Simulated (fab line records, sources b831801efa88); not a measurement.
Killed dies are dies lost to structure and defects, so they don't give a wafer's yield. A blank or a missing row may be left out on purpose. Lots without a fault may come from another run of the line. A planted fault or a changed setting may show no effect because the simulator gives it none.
fab line records | flow sky130
record lots=6 wafers=18 last_day=50
route steps=708 shown POLY_CUT@317 SD_P@320 RES_XHIGH@332 SD_N@342 PAD_OPEN@708
lots that met no fault: from a run of the same line without faults
start_h: hours from the record's first day to the start of the lot's first wafer shown | wait_h: hours since the lot's step before | " the same as in the row above | L1.1+2: a row that stands for several wafers | - no value, or no start given | * or withheld: withheld | < > ~ a bound
route shown NAME@n: a module of which the file shows steps, and the number in the route of the first | usual: mean/standard deviation of fault-free wafers | same: alike in all rows | chamber/n: place in a boat | sites: the reading at each site | _std_site: their standard deviation | _edge_site: outer sites' mean less inner sites' | radius_mm: how far each site lies from the wafer's centre | mask NAME#n: copy n | behind: the tool/chamber that last shaped the wafer | hold: why the lot was held/for how many hours/how that ended | device: the transistor (n, p or np) that didn't switch | end of line: the same wafers' tests at the end of the route | a step without rows: its recipe alone | killed: dies lost to structure and defects at the first sort, not the wafer's yield | map: a wafer's dies, x killed, . not, _ none there
set.NAME: the setting as run; set.NAME@STEP: as run at that earlier step | model.NAME: the simulator's own value behind a step, which no gauge read
lots at some steps of the route; a table a step, a row a wafer
services: from which hour (start_h, from the record's first day; less than 0 if before it) a tool's chamber was out of use, for how many hours, and why
## steps
# step SKY_POLY_CUT_ETCH_10
# recipe chemistry=N2/H2 target=BARC ion_energy_ev=200 source_w=500 bias_w=100 pressure_mtorr=30 n2_flow_sccm=100 h2_flow_sccm=200 stop_on=SiO2 time_s=45.9 target_depth_a=600
# step SKY_POLY_CUT_ETCH_11
# recipe target=Si3N4 chemistry=CF4/CH2F2/Ar stop_on=poly-Si source_w=600 bias_w=150 pressure_mtorr=40 cf4_flow_sccm=40 ch2f2_flow_sccm=20 Ar_flow_sccm=150 time_s=42.5 target_depth_a=600
# usual drypump_motor_current_A=5.6/0.33 oes_product_au=0.831/0.0062 throttle_valve_pct=14.994/0.0092
# columns lot.wafer tool chamber start_h wait_h drypump_motor_current_A oes_product_au rf_hours_counter_h throttle_valve_pct
L901.1 rie_diel-03 3 572.12 0.0 6.2 0.830 15 14.988
L901.2 " 0 " " 5.6 0.839 23 14.995
L901.6 " 1 " " 5.9 0.839 - 14.985
L908.2 rie_diel-02 0 655.13 0.0 5.6 0.835 22 14.996
L908.3 " 2 " " 5.2 0.829 1 14.978
L908.4 " 3 " " 5.2 0.826 1 14.983
L910.2 rie_diel-03 2 660.42 0.0 5.0 0.819 18 14.989
L910.4 " 3 " " 6.2 0.822 16 14.989
L910.6 " 0 " " 5.7 0.816 - 14.973
L915.1 rie_diel-03 1 700.32 0.0 5.9 0.832 11 14.998
L915.3 " 2 " " 5.0 0.840 20 15.003
L915.5 " 3 " " 6.3 0.834 - 14.993
L919.2 rie_diel-02 3 724.05 0.0 5.1 0.833 3 15.004
L919.3 " 2 " " 5.2 0.834 3 14.983
L919.6 " 2 " " 5.2 0.829 - 15.000
L922.2 rie_diel-03 1 740.35 0.0 5.9 0.823 12 15.001
L922.3 " 3 " " 6.3 0.834 18 15.006
L922.5 " 0 " " 5.6 0.822 - 14.984
# step SKY_POLY_CUT_STRIP_12
# recipe chemistry=O2/N2 power_w=1400 pressure_mtorr=1500 platen_temp_c=withheld o2_flow_sccm=3000 n2_flow_sccm=300 overash_fraction=0.5
# usual drypump_motor_current_A=5.8/0.46 oes_product_au=0.452/0.0047 strip_time_to_endpoint_s=5.354/0.02
# columns lot.wafer tool chamber start_h wait_h drypump_motor_current_A oes_product_au rf_hours_counter_h strip_time_to_endpoint_s
L901.1 plasma_asher-03 1 572.16 0.0 5.6 0.452 14 5.355
L901.2 " 0 " " 6.0 0.455 14 5.376
L901.6 " 1 " " 5.6 0.446 - 5.341
L908.2 plasma_asher-04 0 655.17 0.0 6.6 0.452 47 5.376
L908.3 " 1 " " 5.4 0.460 - 5.382
L908.4 " 0 " " 6.6 0.450 - 5.357
L910.2 plasma_asher-02 1 660.46 0.0 5.5 0.454 97 5.359
L910.4 " 1 " " 5.5 0.457 - 5.354
L910.6 " 1 " " 5.5 0.447 - 5.358
L915.1 plasma_asher-04 0 700.36 0.0 6.6 0.449 51 5.341
L915.3 " 0 " " 6.6 0.448 - 5.322
L915.5 " 0 " " 6.6 0.453 - 5.342
L919.2 plasma_asher-04 0 724.09 0.0 6.6 0.453 54 5.356
L919.3 " 1 " " 5.4 0.448 - 5.364
L919.6 " 1 " " 5.4 0.450 - 5.367
L922.2 plasma_asher-04 1 740.39 0.0 5.4 0.440 56 5.319
L922.3 " 0 " " 6.6 0.452 - 5.345
L922.5 " 1 " " 5.4 0.452 - 5.345
# step SKY_SD_P_DEHYDRATE_00
# recipe temp_c=200 time_s=60
# step SKY_SD_P_HMDS_01
# recipe prime_time_s=60 prime_temp_c=120
# step SKY_SD_P_COAT_02
# recipe resist=NOVOLAK spin_rpm=3000 resist_thk_nm=1140
# step SKY_SD_P_SOFTBAKE_03
# recipe temp_c=90 time_s=60 resist=NOVOLAK
# step SKY_SD_P_EXPOSE_04
# recipe mask_id=PSDM na=0.6 source_shape=conventional sigma_outer=0.6 polarization=unpolarized target_cd_nm=380 dose_mj=138
# step SKY_SD_P_PEB_05
# recipe temp_c=withheld time_s=* resist=NOVOLAK
# step SKY_SD_P_DEVELOP_06
# recipe resist=NOVOLAK developer=TMAH develop_time_s=60 dev_temp_c=23
# step SKY_SD_P_CD_MEAS_07
# recipe target_cd_nm=380
# usual cd_nm=379/3
# columns lot.wafer tool chamber start_h wait_h cd_nm
L901.1 cd_sem-02 - 600.69 0.1 379
L901.2 " - " " 378
L901.6 " - " " 376
L908.2 cd_sem-02 - 683.25 0.1 378
L908.3 " - " " 378
L908.4 " - " " 378
L910.2 cd_sem-01 - 688.71 0.1 378
L910.4 " - " " 377
L910.6 " - " " 377
L915.1 cd_sem-01 - 728.58 0.1 377
L915.3 " - " " 378
L915.5 " - " " 380
L919.2 cd_sem-01 - 750.61 0.1 380
L919.3 " - " " 380
L919.6 " - " " 380
L922.2 cd_sem-01 - 768.91 0.1 386
L922.3 " - " " 388
L922.5 " - " " 389
# step SKY_SD_P_OVL_MEAS_08
# usual SD_P_OVL=-0.1/1.3
# columns lot.wafer tool chamber start_h wait_h SD_P_OVL[nm]
L901.1 overlay-02 - 600.81 0.1 -2.4
L901.2 " - " " -3.1
L901.6 " - " " -3.0
L908.2 overlay-02 - 683.35 0.1 -0.2
L908.3 " - " " -0.5
L908.4 " - " " -0.5
L910.2 overlay-01 - 688.82 0.1 -0.6
L910.4 " - " " -1.4
L910.6 " - " " -0.4
L915.1 overlay-01 - 728.70 0.1 3.3
L915.3 " - " " 1.6
L915.5 " - " " 2.9
L919.2 overlay-01 - 750.72 0.1 -0.7
L919.3 " - " " -1.0
L919.6 " - " " -0.6
L922.2 overlay-02 - 769.02 0.1 0.5
L922.3 " - " " 0.1
L922.5 " - " " -1.0
# step SKY_SD_P_IMPLANT_09
# recipe species=BF2 energy_kev=20 dose_cm2=3e+15 tilt_deg=0
# columns lot.wafer tool chamber start_h wait_h
L901.1+2+6 implanter-02 0 600.85 0.0
L908.2+3+4 implanter-02 0 683.41 0.0
L910.2+4+6 implanter-02 0 688.87 0.0
L915.1+3+5 implanter-04 0 728.73 0.0
L919.2+3+6 implanter-04 0 750.77 0.0
L922.2+3+5 implanter-03 0 769.07 0.0
# step SKY_SD_P_STRIP_10
# recipe chemistry=O2/N2 power_w=1400 pressure_mtorr=1500 platen_temp_c=withheld o2_flow_sccm=3000 n2_flow_sccm=300 overash_fraction=0.5
# usual drypump_motor_current_A=5.7/0.41 oes_product_au=0.617/0.0036 strip_time_to_endpoint_s=17.49/0.042
# columns lot.wafer tool chamber start_h wait_h drypump_motor_current_A oes_product_au rf_hours_counter_h strip_time_to_endpoint_s
L901.1 plasma_asher-01 0 601.00 0.1 5.7 0.617 79 17.47
L901.2 " 1 " " 5.9 0.609 79 17.54
L901.6 " 1 " " 5.9 0.617 - 17.50
L908.2 plasma_asher-02 0 683.53 0.1 5.4 0.620 99 17.45
L908.3 " 0 " " 5.4 0.616 - 17.52
L908.4 " 1 " " 5.4 0.619 - 17.59
L910.2 plasma_asher-02 0 689.00 0.1 5.3 0.623 100 17.41
L910.4 " 1 " " 5.5 0.622 - 17.52
L910.6 " 1 " " 5.5 0.620 - 17.56
L915.1 plasma_asher-04 0 728.88 0.1 6.6 0.616 54 17.49
L915.3 " 1 " " 5.4 0.614 - 17.55
L915.5 " 0 " " 6.6 0.618 - 17.52
L919.2 plasma_asher-02 1 750.90 0.1 5.5 0.610 1 17.45
L919.3 " 0 " " 5.4 0.620 - 17.46
L919.6 " 0 " " 5.4 0.616 - 17.47
L922.2 plasma_asher-02 1 769.20 0.1 5.5 0.614 3 17.46
L922.3 " 1 " " 5.5 0.616 - 17.50
L922.5 " 1 " " 5.5 0.621 - 17.47
# step SKY_SD_P_TW_MEAS_11
# usual SD_P_TW=2809/28
# columns lot.wafer tool chamber start_h wait_h SD_P_TW
L901.1 film_metro-02 - 601.10 0.1 2810
L901.2 " - " " 2812
L901.6 " - " " 2807
L908.2 film_metro-02 - 683.64 0.1 2793
L908.3 " - " " 2827
L908.4 " - " " 2821
L910.2 film_metro-04 - 689.11 0.1 2811
L910.4 " - " " 2838
L910.6 " - " " 2823
L915.1 film_metro-02 - 728.98 0.1 2801
L915.3 " - " " 2812
L915.5 " - " " 2800
L919.2 film_metro-01 - 751.01 0.1 2776
L919.3 " - " " 2779
L919.6 " - " " 2754
L922.2 film_metro-02 - 769.31 0.1 2810
L922.3 " - " " 2814
L922.5 " - " " 2822
# step SKY_RES_XHIGH_DEHYDRATE_00
# recipe temp_c=200 time_s=60
# step SKY_RES_XHIGH_HMDS_01
# recipe prime_time_s=60 prime_temp_c=120
# step SKY_RES_XHIGH_COAT_02
# recipe resist=NOVOLAK spin_rpm=3000 resist_thk_nm=1140
# step SKY_RES_XHIGH_SOFTBAKE_03
# recipe temp_c=90 time_s=60 resist=NOVOLAK
# step SKY_RES_XHIGH_EXPOSE_04
# recipe mask_id=URPM na=0.6 source_shape=conventional sigma_outer=0.6 polarization=unpolarized target_cd_nm=1270 dose_mj=140
# step SKY_RES_XHIGH_PEB_05
# recipe temp_c=withheld time_s=* resist=NOVOLAK
# step SKY_RES_XHIGH_DEVELOP_06
# recipe resist=NOVOLAK developer=TMAH develop_time_s=60 dev_temp_c=23
# step SKY_RES_XHIGH_IMPLANT_07
# recipe species=BF2 energy_kev=20 dose_cm2=3.6e+14 tilt_deg=0
# step SKY_RES_XHIGH_STRIP_08
# recipe chemistry=O2/N2 power_w=1400 pressure_mtorr=1500 platen_temp_c=withheld o2_flow_sccm=3000 n2_flow_sccm=300 overash_fraction=0.5
# usual drypump_motor_current_A=5.64/0.24 oes_product_au=0.711/0.0044 strip_time_to_endpoint_s=14.26/0.042
# columns lot.wafer tool chamber start_h wait_h drypump_motor_current_A oes_product_au rf_hours_counter_h strip_time_to_endpoint_s
L901.1 plasma_asher-02 1 630.10 0.1 5.49 0.706 94 14.30
L901.2 " 0 " " 5.36 0.708 94 14.26
L901.6 " 1 " " 5.49 0.720 - 14.30
L908.2 plasma_asher-01 1 711.24 0.1 5.89 0.715 91 14.28
L908.3 " 1 " " 5.88 0.708 - 14.25
L908.4 " 0 " " 5.73 0.713 - 14.25
L910.2 plasma_asher-02 0 717.45 0.1 5.36 0.712 103 14.24
L910.4 " 0 " " 5.36 0.715 - 14.32
L910.6 " 0 " " 5.36 0.711 - 14.25
L915.1 plasma_asher-03 0 756.54 0.1 6.03 0.703 28 14.28
L915.3 " 1 " " 5.65 0.715 - 14.25
L915.5 " 0 " " 6.01 0.715 - 14.26
L919.2 plasma_asher-02 1 778.67 0.1 5.48 0.707 4 14.21
L919.3 " 0 " " 5.35 0.708 - 14.21
L919.6 " 0 " " 5.35 0.704 - 14.19
L922.2 plasma_asher-02 1 796.22 0.1 5.50 0.714 6 14.22
L922.3 " 1 " " 5.48 0.710 - 14.22
L922.5 " 1 " " 5.48 0.707 - 14.22
# step SKY_RES_XHIGH_TW_MEAS_09
# usual RES_XHIGH_TW=1628/19
# columns lot.wafer tool chamber start_h wait_h RES_XHIGH_TW
L901.1 film_metro-04 - 630.20 0.1 1651
L901.2 " - " " 1640
L901.6 " - " " 1650
L908.2 film_metro-04 - 711.35 0.1 1655
L908.3 " - " " 1660
L908.4 " - " " 1655
L910.2 film_metro-04 - 717.56 0.1 1652
L910.4 " - " " 1646
L910.6 " - " " 1649
L915.1 film_metro-01 - 756.64 0.1 1613
L915.3 " - " " 1606
L915.5 " - " " 1616
L919.2 film_metro-02 - 778.78 0.1 1629
L919.3 " - " " 1637
L919.6 " - " " 1635
L922.2 film_metro-01 - 796.33 0.1 1595
L922.3 " - " " 1600
L922.5 " - " " 1605
# step SKY_SD_N_DEHYDRATE_00
# recipe temp_c=200 time_s=60
# step SKY_SD_N_HMDS_01
# recipe prime_time_s=60 prime_temp_c=120
# step SKY_SD_N_COAT_02
# recipe resist=NOVOLAK spin_rpm=3000 resist_thk_nm=1140
# step SKY_SD_N_SOFTBAKE_03
# recipe temp_c=90 time_s=60 resist=NOVOLAK
# step SKY_SD_N_EXPOSE_04
# recipe mask_id=NSDM na=0.6 source_shape=conventional sigma_outer=0.6 polarization=unpolarized target_cd_nm=380 dose_mj=141
# step SKY_SD_N_PEB_05
# recipe temp_c=withheld time_s=* resist=NOVOLAK
# step SKY_SD_N_DEVELOP_06
# recipe resist=NOVOLAK developer=TMAH develop_time_s=60 dev_temp_c=23
# step SKY_SD_N_CD_MEAS_07
# recipe target_cd_nm=380
# usual cd_nm=379.8/2.4
# columns lot.wafer tool chamber start_h wait_h cd_nm
L901.1 cd_sem-02 - 658.96 0.2 379.2
L901.2 " - " " 378.9
L901.6 " - " " 377.9
L908.2 cd_sem-02 - 737.70 0.1 379.0
L908.3 " - " " 378.9
L908.4 " - " " 376.9
L910.2 cd_sem-02 - 744.27 0.1 380.8
L910.4 " - " " 384.1
L910.6 " - " " 385.3
L915.1 cd_sem-01 - 784.23 0.1 379.6
L915.3 " - " " 378.4
L915.5 " - " " 379.6
L919.2 cd_sem-01 - 806.10 0.1 381.3
L919.3 " - " " 381.0
L919.6 " - " " 380.3
L922.2 cd_sem-01 - 821.95 0.1 381.3
L922.3 " - " " 380.1
L922.5 " - " " 382.1
# step SKY_SD_N_OVL_MEAS_08
# usual SD_N_OVL=0.3/1.7
# columns lot.wafer tool chamber start_h wait_h SD_N_OVL[nm]
L901.1 overlay-02 - 659.08 0.1 -0.5
L901.2 " - " " -0.7
L901.6 " - " " 1.1
L908.2 overlay-02 - 737.80 0.1 -2.6
L908.3 " - " " -2.8
L908.4 " - " " -3.0
L910.2 overlay-02 - 744.38 0.1 0.9
L910.4 " - " " 0.8
L910.6 " - " " 2.5
L915.1 overlay-01 - 784.35 0.1 0.2
L915.3 " - " " 1.8
L915.5 " - " " 0.6
L919.2 overlay-01 - 806.20 0.1 -1.6
L919.3 " - " " -2.7
L919.6 " - " " -0.3
L922.2 overlay-01 - 822.05 0.1 -0.4
L922.3 " - " " 0.0
L922.5 " - " " 0.2
# step SKY_SD_N_IMPLANT_09
# recipe species=As energy_kev=50 dose_cm2=4e+15 tilt_deg=0
# step SKY_SD_N_IMPLANT_10
# recipe species=P energy_kev=20 dose_cm2=1e+14 tilt_deg=0
# step SKY_SD_N_STRIP_11
# recipe chemistry=O2/N2 power_w=1400 pressure_mtorr=1500 platen_temp_c=withheld o2_flow_sccm=3000 n2_flow_sccm=300 overash_fraction=0.5
# step SKY_SD_N_TW_MEAS_12
# usual SD_N_TW=3946/49
# columns lot.wafer tool chamber start_h wait_h SD_N_TW
L901.1 film_metro-04 - 659.52 0.1 4011
L901.2 " - " " 4025
L901.6 " - " " 4013
L908.2 film_metro-02 - 738.24 0.1 3985
L908.3 " - " " 3956
L908.4 " - " " 3974
L910.2 film_metro-01 - 744.82 0.1 3872
L910.4 " - " " 3897
L910.6 " - " " 3891
L915.1 film_metro-01 - 784.78 0.1 3878
L915.3 " - " " 3883
L915.5 " - " " 3872
L919.2 film_metro-01 - 806.64 0.1 3913
L919.3 " - " " 3927
L919.6 " - " " 3898
L922.2 film_metro-02 - 822.49 0.1 4009
L922.3 " - " " 4016
L922.5 " - " " 4006
# step SKY_SD_N_CLEAN_13
# recipe chemistry=SC1/SC2 mix=1:4:20 temp_c=70 time_s=150 dry=n2_spin
# step SKY_SD_N_RTA_14
# recipe temp_c=1075 time_s=2 idle_temp_c=650 ramp_up_c_per_s=150 ramp_down_c_per_s=90 ambient=N2
# usual anneal_temp_c_max=1079.7/1 lamp_power_pct=15.74/0.05 ramp_down_c_per_s=90.001/0.016 wafer_temp_C_max=1078.2/1.5
# columns lot.wafer tool chamber start_h wait_h anneal_temp_c_max lamp_power_pct ramp_down_c_per_s wafer_temp_C_max
L901.1 rtp_anneal-02 0 659.63 0.0 1081.9 15.70 89.984 1076.6
L901.2 " 0 " " 1081.1 15.69 90.003 1078.6
L901.6 " 0 " " 1084.7 15.73 90.015 1079.3
L908.2 rtp_anneal-01 0 738.37 0.0 1080.1 15.74 90.016 1080.4
L908.3 " 0 " " 1079.2 15.71 90.000 1079.7
L908.4 " 0 " " 1079.9 15.78 90.001 1080.0
L910.2 rtp_anneal-01 0 744.93 0.0 1078.7 15.76 90.034 1077.5
L910.4 " 0 " " 1079.5 15.71 90.007 1078.7
L910.6 " 0 " " 1079.7 15.79 90.003 1078.0
L915.1 rtp_anneal-01 0 784.89 0.0 1080.2 15.70 90.006 1076.7
L915.3 " 0 " " 1079.0 15.77 90.019 1076.0
L915.5 " 0 " " 1079.8 15.66 89.997 1077.3
L919.2 rtp_anneal-01 0 806.76 0.0 1080.0 15.70 90.011 1079.8
L919.3 " 0 " " 1080.7 15.73 90.009 1078.2
L919.6 " 0 " " 1080.9 15.78 89.972 1076.2
L922.2 rtp_anneal-01 0 822.60 0.0 1079.8 15.75 90.014 1078.5
L922.3 " 0 " " 1078.7 15.79 89.985 1078.3
L922.5 " 0 " " 1079.2 15.79 90.013 1079.9
# step SKY_SD_N_RS_MEAS_16
# recipe thk_meas_gauge=four-point-probe
# usual SD_N_RS=68.55/0.12
# columns lot.wafer tool chamber start_h wait_h SD_N_RS[ohm/sq]
L901.1 film_metro-02 - 659.80 0.1 68.34
L901.2 " - " " 68.54
L901.6 " - " " 68.59
L908.2 film_metro-04 - 738.60 0.1 68.58
L908.3 " - " " 68.63
L908.4 " - " " 68.73
L910.2 film_metro-04 - 745.11 0.1 68.51
L910.4 " - " " 68.36
L910.6 " - " " 68.63
L915.1 film_metro-02 - 785.07 0.1 68.35
L915.3 " - " " 68.43
L915.5 " - " " 68.39
L919.2 film_metro-04 - 806.94 0.1 68.56
L919.3 " - " " 68.79
L919.6 " - " " 68.56
L922.2 film_metro-04 - 822.79 0.1 68.57
L922.3 " - " " 68.68
L922.5 " - " " 68.65
# step SKY_PAD_OPEN_PROBE_99
# usual killed_at_M0_to_M3=44/7.7 killed_at_M4_up=3.0/1.9 killed_at_contacts=25/5.6 killed_at_front_end=15/4.6 killed_at_other=0.3/0.47 killed_dies=86/9.9 killed_open=47/7.4 killed_short=39/5.9
# same gross_dies=492 killed_at_back_side=0
# columns lot.wafer tool chamber start_h wait_h killed_at_M0_to_M3 killed_at_M4_up killed_at_contacts killed_at_front_end killed_at_other killed_dies killed_open killed_short model.etest.res_high_po.rs_ohm_sq_range model.etest.res_pdiff.rs_ohm_sq_range
L901.1 prober-01 - 1090.66 0.1 45 2 22 15 0 84 45 39 6.859 3.977
L901.2 prober-01 - 1090.71 0.1 49 4 26 17 0 96 57 39 7.802 3.406
L901.6 prober-01 - 1090.91 0.2 35 4 20 17 0 76 38 38 7.808 3.08
L908.2 prober-02 - 1144.01 0.1 42 2 19 13 1 77 45 32 34.25 14.62
L908.3 prober-02 - 1144.06 0.2 52 2 15 20 0 89 59 30 4.826 4.603
L908.4 prober-02 - 1144.11 0.2 40 3 14 15 1 73 41 32 6.113 3.497
L910.2 prober-02 - 1146.61 0.1 40 4 30 17 0 91 47 44 46.57 18.45
L910.4 prober-02 - 1146.71 0.2 45 1 21 24 2 93 46 47 10.68 5.987
L910.6 prober-02 - 1146.81 0.2 31 5 35 17 0 88 57 31 10.59 5.752
L915.1 prober-02 - 1176.43 0.1 41 1 20 13 0 75 37 38 12.47 8.556
L915.3 prober-02 - 1176.53 0.2 44 2 19 17 0 82 42 40 11.24 5.763
L915.5 prober-02 - 1176.63 0.2 33 0 32 14 0 79 41 38 6.678 7.229
L919.2 prober-02 - 1189.96 0.1 39 2 36 13 0 90 43 47 7.968 5.532
L919.3 prober-02 - 1190.01 0.2 43 4 22 22 0 91 51 40 10.2 8.12
L919.6 prober-02 - 1190.16 0.2 36 5 27 12 1 81 38 43 9.648 6.12
L922.2 prober-01 - 1197.62 0.1 39 4 26 18 0 87 43 44 12.4 8.095
L922.3 prober-01 - 1197.67 0.2 46 1 16 20 1 84 41 43 11.66 7.652
L922.5 prober-01 - 1197.77 0.2 37 3 16 19 0 75 39 36 9.194 10.01
# killed by level:class
L901.1 VIA1:geometric_particle:open=14 LI_CONTACT:geometric_particle:open=7 VIA2:geometric_particle:open=6 CONTACT:geometric_particle:short=6 VIA1:geometric_particle:short=6 METAL2:geometric_particle:short=6 POLY_GATE:geometric_particle:short=5 VIA3:geometric_particle:open=5
L901.2 CONTACT:geometric_particle:open=12 VIA3:geometric_particle:open=10 VIA1:geometric_particle:open=9 VIA2:geometric_particle:open=9 METAL2:geometric_particle:short=6 POLY_GATE:geometric_particle:open=5 POLY_GATE:geometric_particle:short=4 CONTACT:geometric_particle:short=4
L901.6 VIA1:geometric_particle:open=13 LOCAL_INTERCONNECT:geometric_particle:short=7 POLY_GATE:geometric_particle:short=6 VIA2:geometric_particle:short=6 CONTACT:geometric_particle:open=5 VIA2:geometric_particle:open=5 FIELD_ISO:geometric_particle:open=3 FIELD_ISO:geometric_particle:short=3
L908.2 VIA1:geometric_particle:open=14 METAL2:geometric_particle:short=6 CONTACT:geometric_particle:open=5 VIA3:geometric_particle:open=5 FIELD_ISO:geometric_particle:short=4 LI_CONTACT:geometric_particle:open=4 LOCAL_INTERCONNECT:geometric_particle:short=4 METAL1:geometric_particle:short=4
L908.3 VIA1:geometric_particle:open=15 FIELD_ISO:geometric_particle:open=12 VIA2:geometric_particle:open=8 VIA3:geometric_particle:open=8 LI_CONTACT:geometric_particle:open=5 METAL1:geometric_particle:short=5 VIA1:geometric_particle:short=5 METAL2:geometric_particle:short=5
L908.4 VIA1:geometric_particle:open=14 CONTACT:geometric_particle:open=7 FIELD_ISO:geometric_particle:open=4 POLY_GATE:geometric_particle:open=4 VIA3:geometric_particle:open=4 METAL2:geometric_particle:short=4 POLY_GATE:geometric_particle:short=3 LI_CONTACT:geometric_particle:open=3
L910.2 CONTACT:geometric_particle:open=15 CONTACT:geometric_particle:short=10 VIA1:geometric_particle:open=9 VIA3:geometric_particle:open=6 POLY_GATE:geometric_particle:short=5 VIA1:geometric_particle:short=5 METAL2:geometric_particle:short=5 FIELD_ISO:geometric_particle:open=4
L910.4 VIA1:geometric_particle:open=12 POLY_GATE:geometric_particle:open=9 POLY_GATE:geometric_particle:short=7 VIA1:geometric_particle:short=6 CONTACT:geometric_particle:short=5 METAL3:geometric_particle:short=5 LOCAL_INTERCONNECT:geometric_particle:short=5 VIA3:geometric_particle:open=5
L910.6 VIA1:geometric_particle:open=11 LI_CONTACT:geometric_particle:open=10 CONTACT:geometric_particle:open=10 CONTACT:geometric_particle:short=9 VIA2:geometric_particle:open=7 POLY_GATE:geometric_particle:open=5 POLY_GATE:geometric_particle:short=4 SPACER:geometric_particle:open=3
L915.1 VIA1:geometric_particle:open=9 METAL1:geometric_particle:short=8 CONTACT:geometric_particle:open=7 FIELD_ISO:geometric_particle:short=6 POLY_GATE:geometric_particle:short=5 METAL1:geometric_particle:open=5 LI_CONTACT:geometric_particle:open=4 CONTACT:geometric_particle:short=4
L915.3 VIA2:geometric_particle:open=9 FIELD_ISO:geometric_particle:open=8 VIA1:geometric_particle:short=6 VIA1:geometric_particle:open=6 FIELD_ISO:geometric_particle:short=5 LI_CONTACT:geometric_particle:open=5 LOCAL_INTERCONNECT:geometric_particle:short=5 VIA3:geometric_particle:open=5
L915.5 CONTACT:geometric_particle:open=12 VIA2:geometric_particle:open=9 LI_CONTACT:geometric_particle:open=8 VIA1:geometric_particle:open=6 FIELD_ISO:geometric_particle:short=5 LOCAL_INTERCONNECT:geometric_particle:short=5 VIA3:geometric_particle:open=4 CONTACT:geometric_particle:short=4
L919.2 CONTACT:geometric_particle:open=12 CONTACT:geometric_particle:short=9 VIA2:geometric_particle:open=7 LI_CONTACT:geometric_particle:open=6 VIA3:geometric_particle:open=6 FIELD_ISO:geometric_particle:short=5 LOCAL_INTERCONNECT:geometric_particle:short=5 VIA1:geometric_particle:open=5
L919.3 VIA1:geometric_particle:open=11 FIELD_ISO:geometric_particle:open=7 VIA2:geometric_particle:open=7 CONTACT:geometric_particle:open=6 LI_CONTACT:geometric_particle:open=6 POLY_GATE:geometric_particle:open=5 CONTACT:geometric_particle:short=5 VIA3:geometric_particle:open=5
L919.6 CONTACT:geometric_particle:open=9 METAL1:geometric_particle:short=6 LI_CONTACT:geometric_particle:open=5 CONTACT:geometric_particle:short=5 VIA2:geometric_particle:open=5 METAL4:geometric_particle:short=5 VIA3:geometric_particle:open=4 LI_CONTACT:geometric_particle:short=4
L922.2 VIA1:geometric_particle:open=11 LI_CONTACT:geometric_particle:open=9 FIELD_ISO:geometric_particle:short=8 CONTACT:geometric_particle:open=6 VIA1:geometric_particle:short=6 POLY_GATE:geometric_particle:open=5 VIA3:geometric_particle:open=5 LI_CONTACT:geometric_particle:short=5
L922.3 VIA1:geometric_particle:open=12 POLY_GATE:geometric_particle:short=7 VIA3:geometric_particle:open=7 FIELD_ISO:geometric_particle:short=5 CONTACT:geometric_particle:open=5 VIA2:geometric_particle:open=5 LI_CONTACT:geometric_particle:short=4 VIA1:geometric_particle:short=4
L922.5 METAL2:geometric_particle:short=7 VIA2:geometric_particle:open=7 LI_CONTACT:geometric_particle:open=6 POLY_GATE:geometric_particle:open=5 POLY_GATE:geometric_particle:short=5 VIA1:geometric_particle:open=5 VIA3:geometric_particle:open=5 CONTACT:geometric_particle:open=4
## services
# columns tool chamber start_h hours kind
rie_diel-03 - 572.54 1.4 repair
rtp_anneal-01 - 586.24 5.1 pm
rie_diel-03 3 587.73 8.7 repair
implanter-04 - 592.82 1.1 repair
rie_diel-03 1 595.48 6.3 repair
plasma_asher-01 - 608.61 1.0 repair
implanter-03 - 628.94 1.4 repair
implanter-03 - 652.18 2.7 repair
plasma_asher-02 - 657.29 1.4 repair
rie_diel-02 1 669.32 3.1 repair
implanter-03 - 671.24 2.1 repair
plasma_asher-04 - 688.12 7.9 repair
rie_diel-02 2 690.47 8.0 repair
plasma_asher-03 - 714.82 41.4 repair
implanter-04 - 718.18 3.3 repair
rie_diel-02 - 727.50 2.8 pm
rie_diel-02 - 732.92 0.5 repair
plasma_asher-02 - 733.75 9.0 pm
rie_diel-03 - 734.95 5.1 repair
rie_diel-02 2 755.35 5.4 repair
rie_diel-03 - 768.26 4.0 pm
implanter-04 - 790.69 1.9 repair
rie_diel-02 0 791.03 5.7 repair
plasma_asher-01 - 796.90 1.2 repair
## key
first_sign none at tools or gauges
model_effect step=SKY_PAD_OPEN_PROBE_99 value=etest.res_high_po.rs_ohm_sq_range without=6.914 struck=40.41
met_at SKY_SD_P_IMPLANT_09
struck_wafers L908.2,L910.2
tester_left_out L908,L910
onset_between 600.85 683.41
fault kind=process_parameter_drift tool=implanter-02 chamber=- onset_h=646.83 steps=SKY_SD_P_IMPLANT_09 channel=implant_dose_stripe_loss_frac offset=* shape=step end_h=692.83 scope=struck_wafers_only
# tester_left_out: of these lots the tester's yield and bins aren't shown, on N5 and GAA mostly nor the transistor test; their killed dies are dies lost to structure and defects alone, not to doping, threshold or leakage, so they don't give the yield
